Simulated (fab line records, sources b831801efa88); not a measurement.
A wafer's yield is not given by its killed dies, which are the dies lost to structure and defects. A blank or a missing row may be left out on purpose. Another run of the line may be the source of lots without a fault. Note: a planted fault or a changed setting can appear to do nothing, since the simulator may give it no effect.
fab line records    flow gf180mcu
record lots=12  wafers=35  lastDay=34
route steps=602 shown M3@414 V3@430
lots with no fault: from the same line, run without faults
startH: start of the lot's first displayed wafer, in hours after the record's first day    waitH: time in hours since the lot's previous step    " same as the row above    L1.1+2: a row that stands for several wafers    - no value, or no start was given    * or withheld: withheld    < > ~ a bound
route shown NAME@n: a module of which the file shows steps, and the number in the route of the first    usual: mean and standard deviation over wafers with no fault    same: alike in all rows    chamber/n: place in a boat    sites: each site's reading    _std_site: standard deviation across them    _edge_site: outer sites' mean less inner sites'    radiusMm: how far each site lies from the wafer's centre    mask NAME#n: copy n    behind: the most recent tool/chamber to have shaped the wafer    hold: reason for holding the lot/hours on hold/outcome of the hold    device: the transistor (n, p or np) that didn't switch    end of line: the same wafers' tests at the end of the route    a step given without rows: its recipe and nothing more    killed: the dies lost at the first sort to structure and to defects; this is not the yield of the wafer    map: the dies of a wafer, with x for killed, . for not killed, _ for no die there
set.NAME: the setting as run; set.NAME@STEP: as run at that earlier step    model.NAME: the simulator's own value behind a step, which no gauge read
steps of the route over a sample of lots; a table a step, a row a wafer
services: from which hour (startH, from the record's first day; less than 0 if before it) a tool's chamber was out of use, for how many hours, and why
## steps
# step GF_M3_RS_MEAS_05
# recipe thkMeasGauge=four-point-probe  reads=TiN_of_M3_SPUTTER_04+Ti_of_M3_SPUTTER_03+AlCu_of_M3_SPUTTER_02+TiN_of_M3_SPUTTER_01+Ti_of_M3_SPUTTER_00
# usual M3_ALCU_RS=0.0696/0.00076
lot.wafer  tool          chamber  startH  waitH  M3_ALCU_RS[ohm/sq]
L956.1     filmMetro-01  -        464.55  0.0    0.0697
L956.2     "             -        "       "      0.0694
L956.5     "             -        "       "      0.0693
L957.1     filmMetro-03  -        468.44  0.0    0.0686
L957.4     "             -        "       "      0.0690
L957.6     "             -        "       "      0.0691
L958.3     filmMetro-03  -        475.01  0.1    0.0690
L958.4     "             -        "       "      0.0698
L958.5     "             -        "       "      0.0692
L960.1     filmMetro-04  -        503.21  0.0    0.0688
L960.5     "             -        "       "      0.0691
L960.6     "             -        "       "      0.0688
L961.2     filmMetro-03  -        512.07  0.0    0.0710
L961.4     "             -        "       "      0.0703
L961.5     "             -        "       "      0.0700
L963.3     filmMetro-03  -        537.36  0.1    0.0682
L963.4     "             -        "       "      0.0693
L963.5     "             -        "       "      0.0697
L964.3     filmMetro-03  -        537.92  0.1    0.0682
L964.4     "             -        "       "      0.0682
L964.6     "             -        "       "      0.0690
L965.1     filmMetro-03  -        545.34  0.0    0.0699
L965.4     "             -        "       "      0.0694
L965.6     "             -        "       "      0.0695
L970.3     filmMetro-04  -        582.59  0.1    0.0713
L970.6     "             -        "       "      0.0710
L971.2     filmMetro-03  -        588.60  0.0    0.0692
L971.3     "             -        "       "      0.0692
L971.5     "             -        "       "      0.0688
L977.4     filmMetro-03  -        641.46  0.1    0.0700
L977.5     "             -        "       "      0.0696
L977.6     "             -        "       "      0.0696
L979.1     filmMetro-03  -        650.58  0.0    0.0704
L979.3     "             -        "       "      0.0703
L979.4     "             -        "       "      0.0702
# step GF_M3_OVL_MEAS_15
# usual M3_OVL=0/5.9
lot.wafer  tool        chamber  startH  waitH  M3_OVL[nm]
L956.1     overlay-02  -        489.08  0.1    7
L956.2     "           -        "       "      1
L956.5     "           -        "       "      -4
L957.1     overlay-02  -        492.21  0.1    8
L957.4     "           -        "       "      13
L957.6     "           -        "       "      13
L958.3     overlay-02  -        498.67  0.1    5
L958.4     "           -        "       "      -3
L958.5     "           -        "       "      4
L960.1     overlay-01  -        526.11  0.1    2
L960.5     "           -        "       "      -5
L960.6     "           -        "       "      2
L961.2     overlay-02  -        534.70  0.1    -1
L961.4     "           -        "       "      0
L961.5     "           -        "       "      3
L963.3     overlay-02  -        559.84  0.1    -8
L963.4     "           -        "       "      -6
L963.5     "           -        "       "      -1
L964.3     overlay-01  -        560.19  0.1    4
L964.4     "           -        "       "      1
L964.6     "           -        "       "      8
L965.1     overlay-01  -        567.59  0.1    -1
L965.4     "           -        "       "      -3
L965.6     "           -        "       "      5
L970.3     overlay-02  -        603.27  0.1    -8
L970.6     "           -        "       "      -13
L971.2     overlay-01  -        609.51  0.1    -2
L971.3     "           -        "       "      -2
L971.5     "           -        "       "      -11
L977.4     overlay-02  -        661.17  0.1    1
L977.5     "           -        "       "      4
L977.6     "           -        "       "      2
L979.1     overlay-02  -        670.21  0.1    6
L979.3     "           -        "       "      3
L979.4     "           -        "       "      3
# step GF_V3_THK_MEAS_01
# recipe reads=SiO2_of_V3_CVD_00
# usual V3_CVD_00_THK=600/6.2
lot.wafer  tool          chamber  startH  waitH  V3_CVD_00_THK[nm]
L956.1     filmMetro-03  -        489.83  0.0    600
L956.2     "             -        "       "      606
L956.5     "             -        "       "      600
L957.1     filmMetro-02  -        493.07  0.0    608
L957.4     "             -        "       "      606
L957.6     "             -        "       "      608
L958.3     filmMetro-04  -        499.43  0.1    599
L958.4     "             -        "       "      600
L958.5     "             -        "       "      600
L960.1     filmMetro-02  -        526.87  0.0    597
L960.5     "             -        "       "      600
L960.6     "             -        "       "      593
L961.2     filmMetro-03  -        535.60  0.0    600
L961.4     "             -        "       "      603
L961.5     "             -        "       "      600
L963.3     filmMetro-03  -        560.61  0.1    593
L963.4     "             -        "       "      605
L963.5     "             -        "       "      603
L964.3     filmMetro-02  -        561.13  0.1    606
L964.4     "             -        "       "      603
L964.6     "             -        "       "      594
L965.1     filmMetro-04  -        568.36  0.0    592
L965.4     "             -        "       "      594
L965.6     "             -        "       "      590
L970.3     filmMetro-03  -        604.03  0.1    598
L970.6     "             -        "       "      592
L971.2     filmMetro-02  -        610.28  0.0    597
L971.3     "             -        "       "      594
L971.5     "             -        "       "      600
L977.4     filmMetro-03  -        661.95  0.0    606
L977.5     "             -        "       "      605
L977.6     "             -        "       "      600
L979.1     filmMetro-02  -        671.03  0.0    602
L979.3     "             -        "       "      609
L979.4     "             -        "       "      598
# step GF_V3_CVD_23
# recipe material=W  targetThkNm=350  timeS=104.9  tempC=400  pressureTorr=40
# usual heaterPowerOuterW=548/62  heaterPowerW=917/110
lot.wafer  tool     chamber  startH  waitH  heaterPowerOuterW  heaterPowerW
L956.1     cvdW-02  0        514.39  0.0    547                963
L956.2     "        1        "       "      480                752
L956.5     "        1        "       "      489                728
L957.1     cvdW-02  0        517.29  0.0    542                966
L957.4     "        1        "       "      478                753
L957.6     "        0        "       "      538                965
L958.3     cvdW-01  1        523.78  0.1    628                1030
L958.4     "        0        "       "      502                889
L958.5     "        0        "       "      499                902
L960.1     cvdW-01  1        550.53  0.0    623                1026
L960.5     "        1        "       "      638                1009
L960.6     "        0        "       "      505                858
L961.2     cvdW-01  1        559.27  0.0    618                1051
L961.4     "        0        "       "      503                873
L961.5     "        1        "       "      620                1031
L963.3     cvdW-01  0        583.68  0.1    499                868
L963.4     "        1        "       "      634                1028
L963.5     "        0        "       "      503                880
L964.3     cvdW-02  0        583.83  0.1    542                960
L964.4     "        1        "       "      471                750
L964.6     "        0        "       "      536                967
L965.1     cvdW-02  1        591.39  0.0    462                763
L965.4     "        1        "       "      477                729
L965.6     "        0        "       "      555                974
L970.3     cvdW-02  1        626.53  0.1    477                755
L970.6     "        0        "       "      556                979
L971.2     cvdW-02  0        632.39  0.0    541                968
L971.3     "        1        "       "      483                738
L971.5     "        0        "       "      561                975
L977.4     cvdW-01  1        682.66  0.1    618                1042
L977.5     "        1        "       "      638                1051
L977.6     "        0        "       "      507                893
L979.1     cvdW-01  1        690.99  0.0    641                1039
L979.3     "        1        "       "      627                1043
L979.4     "        1        "       "      639                1043
# step GF_V3_RS_MEAS_24
# recipe thkMeasGauge=four-point-probe  reads=W_of_V3_CVD_23+TiN_of_V3_SPUTTER_22+Ti_of_V3_SPUTTER_21
# usual V3_W_RS=0.322/0.0047
lot.wafer  tool          chamber  startH  waitH  V3_W_RS[ohm/sq]
L956.1     filmMetro-02  -        514.51  0.1    0.324
L956.2     "             -        "       "      0.325
L956.5     "             -        "       "      0.326
L957.1     filmMetro-03  -        517.40  0.1    0.329
L957.4     "             -        "       "      0.326
L957.6     "             -        "       "      0.327
L958.3     filmMetro-04  -        523.90  0.1    0.322
L958.4     "             -        "       "      0.317
L958.5     "             -        "       "      0.317
L960.1     filmMetro-02  -        550.65  0.1    0.320
L960.5     "             -        "       "      0.319
L960.6     "             -        "       "      0.314
L961.2     filmMetro-04  -        559.41  0.1    0.322
L961.4     "             -        "       "      0.323
L961.5     "             -        "       "      0.323
L963.3     filmMetro-02  -        583.79  0.1    0.314
L963.4     "             -        "       "      0.319
L963.5     "             -        "       "      0.315
L964.3     filmMetro-03  -        583.94  0.1    0.324
L964.4     "             -        "       "      0.326
L964.6     "             -        "       "      0.322
L965.1     filmMetro-03  -        591.50  0.1    0.329
L965.4     "             -        "       "      0.327
L965.6     "             -        "       "      0.330
L970.3     filmMetro-04  -        626.65  0.1    0.566
L970.6     "             -        "       "      0.323
L971.2     filmMetro-02  -        632.52  0.1    0.327
L971.3     "             -        "       "      0.573
L971.5     "             -        "       "      0.573
L977.4     filmMetro-03  -        682.80  0.1    0.321
L977.5     "             -        "       "      0.327
L977.6     "             -        "       "      0.320
L979.1     filmMetro-03  -        691.22  0.2    0.326
L979.3     "             -        "       "      0.324
L979.4     "             -        "       "      0.321
# step GF_V3_THK_MEAS_25
# recipe thkMeasGauge=xrf  reads=W_of_V3_CVD_23
# usual V3_W_THK=346/5.1
lot.wafer  tool          chamber  startH  waitH  V3_W_THK[nm]
L956.1     filmMetro-02  -        514.63  0.1    338
L956.2     "             -        "       "      339
L956.5     "             -        "       "      341
L957.1     filmMetro-03  -        517.52  0.1    336
L957.4     "             -        "       "      341
L957.6     "             -        "       "      339
L958.3     filmMetro-04  -        524.00  0.1    349
L958.4     "             -        "       "      353
L958.5     "             -        "       "      351
L960.1     filmMetro-02  -        550.77  0.1    346
L960.5     "             -        "       "      345
L960.6     "             -        "       "      351
L961.2     filmMetro-04  -        559.52  0.1    349
L961.4     "             -        "       "      344
L961.5     "             -        "       "      344
L963.3     filmMetro-02  -        583.89  0.1    352
L963.4     "             -        "       "      348
L963.5     "             -        "       "      351
L964.3     filmMetro-03  -        584.04  0.1    346
L964.4     "             -        "       "      343
L964.6     "             -        "       "      348
L965.1     filmMetro-03  -        591.62  0.1    337
L965.4     "             -        "       "      342
L965.6     "             -        "       "      339
L970.3     filmMetro-04  -        626.75  0.1    200
L970.6     "             -        "       "      344
L971.2     filmMetro-02  -        632.63  0.1    338
L971.3     "             -        "       "      197
L971.5     "             -        "       "      197
L977.4     filmMetro-03  -        682.89  0.1    346
L977.5     "             -        "       "      343
L977.6     "             -        "       "      347
L979.1     filmMetro-03  -        691.34  0.1    342
L979.3     "             -        "       "      346
L979.4     "             -        "       "      349
# step GF_V3_CMP_26
# recipe stopOn=SiO2  downForcePsi=3.5  platenRpm=60  tOverpolishS=15  targetThkNm=0  padVelocityMS=0.94248
# usual motorCurrentA=11.4/0.81  timeToEndpointS=86/3.5
lot.wafer  tool    chamber  startH  waitH  motorCurrentA  timeToEndpointS
L956.1     cmp-01  0        514.74  0.1    11.0           83
L956.2     "       1        "       "      9.9            81
L956.5     "       0        "       "      11.4           86
L957.4     cmp-01  0        517.63  0.1    12.0           82
L957.1     "       2        "       "      12.2           83
L957.6     "       0        "       "      11.3           81
L958.3     cmp-01  2        524.09  0.1    11.8           86
L958.4     "       0        "       "      11.3           89
L958.5     "       2        "       "      11.2           86
L960.1     cmp-01  3        550.98  0.2    10.5           90
L960.6     "       0        "       "      11.3           91
L960.5     "       1        "       "      9.4            88
L961.4     cmp-02  2        559.57  0.0    11.5           86
L961.2     "       0        "       "      11.9           87
L961.5     "       2        "       "      11.2           89
L963.3     cmp-02  0        583.93  0.0    11.5           92
L963.4     "       3        "       "      11.9           93
L963.5     "       0        "       "      11.3           91
L964.3     cmp-01  2        584.13  0.1    12.0           88
L964.4     "       0        "       "      12.0           87
L964.6     "       1        "       "      9.8            84
L965.4     cmp-02  3        591.69  0.0    12.8           85
L965.1     "       2        "       "      11.0           81
L965.6     "       3        "       "      12.4           86
L970.3     cmp-01  0        626.79  0.0    11.2           49
L970.6     "       0        "       "      11.1           87
L971.2     cmp-02  3        632.68  0.0    12.4           85
L971.3     "       0        "       "      10.8           51
L971.5     "       0        "       "      11.8           50
L977.4     cmp-01  1        684.52  1.6    10.5           84
L977.6     "       3        "       "      11.0           87
L977.5     "       0        "       "      11.4           86
L979.1     cmp-01  2        691.40  0.1    11.5           86
L979.3     "       3        "       "      11.3           87
L979.4     "       1        "       "      9.6            82
## services
tool     chamber  startH  hours  kind
cvdW-01  -        490.58  0.6    repair
cmp-02   -        522.22  7.6    pm
cmp-02   -        535.41  19.0   repair
cvdW-01  1        542.70  4.4    repair
cvdW-01  -        543.74  1.5    repair
cmp-02   -        550.18  1.1    repair
cvdW-02  -        566.77  2.3    repair
cmp-01   -        572.00  4.0    pm
cmp-01   -        576.00  -      consumableReplace:conditioner
cmp-01   -        576.00  -      consumableReplace:pad
cmp-02   -        581.44  0.4    repair
cmp-01   -        584.83  5.0    pm
cmp-01   -        591.09  1.4    repair
cmp-01   -        591.72  1.3    repair
cvdW-02  -        598.60  6.9    pm
cvdW-01  -        620.33  0.5    repair
cvdW-02  1        638.82  8.4    repair
cmp-02   -        667.54  19.2   pm
cvdW-02  -        676.05  2.8    pm
cmp-01   -        681.93  2.2    repair
cvdW-01  0        683.51  11.4   repair
## key
firstSign step=GF_V3_RS_MEAS_24  reading=V3_W_RS  direction=up  sigmas=53  usual=0.322  struck=0.571
effect step=GF_V3_THK_MEAS_25  reading=V3_W_THK  direction=down  sigmas=29  usual=346  struck=198
effect step=GF_V3_CMP_26  reading=timeToEndpointS  direction=down  sigmas=10  usual=*  struck=*
metAt GF_V3_CVD_23
struckLots L970,L971
struckWafers L970.3,L971.3,L971.5
notActingAt GF_M3_RS_MEAS_05,GF_M3_OVL_MEAS_15,GF_V3_THK_MEAS_01
onsetBetween 591.39 626.53
fault kind=processParameterDrift  tool=cvdW-02  chamber=-  onsetH=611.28  steps=GF_V3_CVD_23  channel=targetThkNm  offset=-150.07  shape=step  endH=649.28  scope=struckWafersOnly  actsIn=theseRecipesOnly  stated=350
